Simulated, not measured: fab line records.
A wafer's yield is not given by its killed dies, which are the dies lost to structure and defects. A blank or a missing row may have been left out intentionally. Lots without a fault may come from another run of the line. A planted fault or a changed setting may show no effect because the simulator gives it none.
Chamber matching    flow gf180mcu    GF_POLY_GATE_ETCH_13 on rie_si-01: 4 sister chambers
The step etches poly-Si in HBr/Cl2, stops on SiO2, target depth 198.5 nm, time 69.6 s. 14 wafers are shown with their chamber, then 7 later ones without.

## WAFERS WITH THEIR CHAMBER
wafer   chamber  run_length_s (s)  oes_product_au (a.u.)  HBr_flow_sccm (sccm)
L581.2  2        97.4              0.987                  150.1
L581.3  1        98.0              0.977                  150.3
L581.6  3        98.0              0.985                  150.4
L588.2  0        98.4              0.982                  149.7
L588.5  1        97.7              0.981                  150.7
L588.6  2        97.9              0.980                  150.5
L589.2  3        97.3              0.989                  149.8
L589.5  1        98.2              0.968                  150.2
L589.6  0        98.1              0.995                  150.3
L592.1  1        98.1              0.983                  150.0
L592.3  3        97.4              0.976                  150.4
L592.4  0        98.3              1.002                  149.4
L598.4  0        98.1              1.006                  149.0
L598.5  2        97.9              1.001                  149.8

SIGNATURES (averages over the wafers above)
reading         chamber 0  chamber 1  chamber 2  chamber 3  scatter within a chamber
run_length_s    98.225     98.000     97.733     97.567     0.257
oes_product_au  0.99625    0.97725    0.98933    0.98333    0.00885
HBr_flow_sccm   149.600    150.300    150.133    150.200    0.406
Rule: for each reading, subtract the chamber's mean from the wafer's reading, divide by that reading's scatter and square the result; add these up over the readings and take the root, which gives the wafer's distance from the chamber. If the next closest chamber is less than 2 further off than the closest, the wafer can't be placed; otherwise it belongs to the closest. The scatter: the root of (the sum of the squares of (reading less its chamber's mean) over the shown wafers, divided by (wafers less chambers)).

## WAFERS WITH NO CHAMBER GIVEN
wafer   run_length_s (s)  oes_product_au (a.u.)  HBr_flow_sccm (sccm)
L598.6  97.3              0.995                  150.2
L599.1  97.1              0.996                  150.3
L599.2  98.1              0.996                  150.1
L599.5  98.1              0.995                  149.8
L600.3  97.6              0.995                  149.3
L600.5  97.3              0.998                  149.5
L600.6  97.5              0.986                  150.0

## EACH ONE'S CHAMBER
wafer   from the rows above                in truth
L598.6  can't be placed: 3 or 2 or 1       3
L599.1  can't be placed: 3 or 2 or 1       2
L599.2  can't be placed: 0 or 2 or 1 or 3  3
L599.5  can't be placed: 0 or 2 or 1 or 3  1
L600.3  can't be placed: 2 or 0 or 3 or 1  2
L600.5  can't be placed: 2 or 3 or 0 or 1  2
L600.6  can't be placed: 3 or 2 or 1       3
Placed correctly: 0 of 7. Unplaceable from these rows: 7, with the true chamber sitting among the candidates in 7. 0 placed wrongly.
